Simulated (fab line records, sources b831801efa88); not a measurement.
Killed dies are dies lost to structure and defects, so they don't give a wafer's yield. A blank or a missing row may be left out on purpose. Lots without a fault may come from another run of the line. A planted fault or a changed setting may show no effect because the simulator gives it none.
Problem report in the 8D (eight disciplines) form, filled by code | flow sky130 | the parts of the form that need people (team, actions taken, sign-off) are left out

1. THE PROBLEM
bias_w at SKY_VIA4_ETCH_12 reads a mean of 1156 W on 1 wafer of 1 lot; wafers without a fault read 1200 W with a standard deviation of 3.7. That is -12 standard deviations from the usual mean.
The step: etches SiO2 in C4F8/O2/Ar, stops on TiN, target depth 580 nm.
First seen on wafer L142.2, day 47 21:57, on rie_diel-02. The record holds 36 wafers of 12 lots with a number at this step. Rule for "out", or "out of limits": more than 4 standard deviations from the usual mean. The other wafers with a number count as sound.

2. WHAT IT IS AND WHAT IT IS NOT
question                    | is                | is not
which readings at this step | bias_w            | oes_product_au
which lots                  | L142              | L125, L126, L128, L129, L130, L131, L132, L133, L136, L146, L147
which wafers of those lots  | L142.2            | L142.1, L142.5
read on which tools         | rie_diel-02       | rie_diel-03, rie_diel-04
when                        | from day 47 21:57 | up to then (29 sound wafers); but 6 sound wafers of L146, L147 came after

3. SUSPECTS, AND WHAT RULES EACH OUT
Counting: a tool at a process step up to the reading stays a suspect if it ran every lot that is out. Sound lots after the first of them don't rule it out here, since some wafers of a struck lot are sound.
- rie_diel-02 at SKY_VIA4_ETCH_12 (etches SiO2 in C4F8/O2/Ar, stops on TiN, target depth 580 nm): kept. It ran the lot that is out, L142 (day 47 21:57); its last sound lot up to then is L136 (day 46 09:55). Its own readings are out on those wafers: bias_w.
- Within rie_diel-02 at SKY_VIA4_ETCH_12: the wafers that are out ran in chamber 3; their sound lot-mates ran in chambers 0, 1.
Left after counting: rie_diel-02 at SKY_VIA4_ETCH_12.

4. THE CAUSE (what the simulator had put in)
Process parameter drift: rie_diel-02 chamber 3, from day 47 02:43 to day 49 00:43, at SKY_VIA4_ETCH_12. Setting bias_w, moved by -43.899, from 1200. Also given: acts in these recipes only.
Counting left only this tool.

5. THE CHAIN OF EFFECTS, in route order
Each row: a reading whose mean over the struck wafers that have a number lies more than 3 standard deviations from the usual. Only readings for which the record gives a usual standard deviation are gone through. hours: the time from each lot's start at the first step in this table that gives one to its start at this step, as a median over the lots. sigmas: the change in usual standard deviations.
hours | step             | reading | usual  | on struck wafers | change | sigmas
0     | SKY_VIA4_ETCH_12 | bias_w  | 1200 W | 1156             | -44    | -12
The process steps in it:
- SKY_VIA4_ETCH_12: etches SiO2 in C4F8/O2/Ar, stops on TiN, target depth 580 nm.

6. WHAT WOULD HAVE CAUGHT IT SOONER
In this record the first reading out of limits was taken at day 47 21:57, 19 hours after the fault began at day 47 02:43.
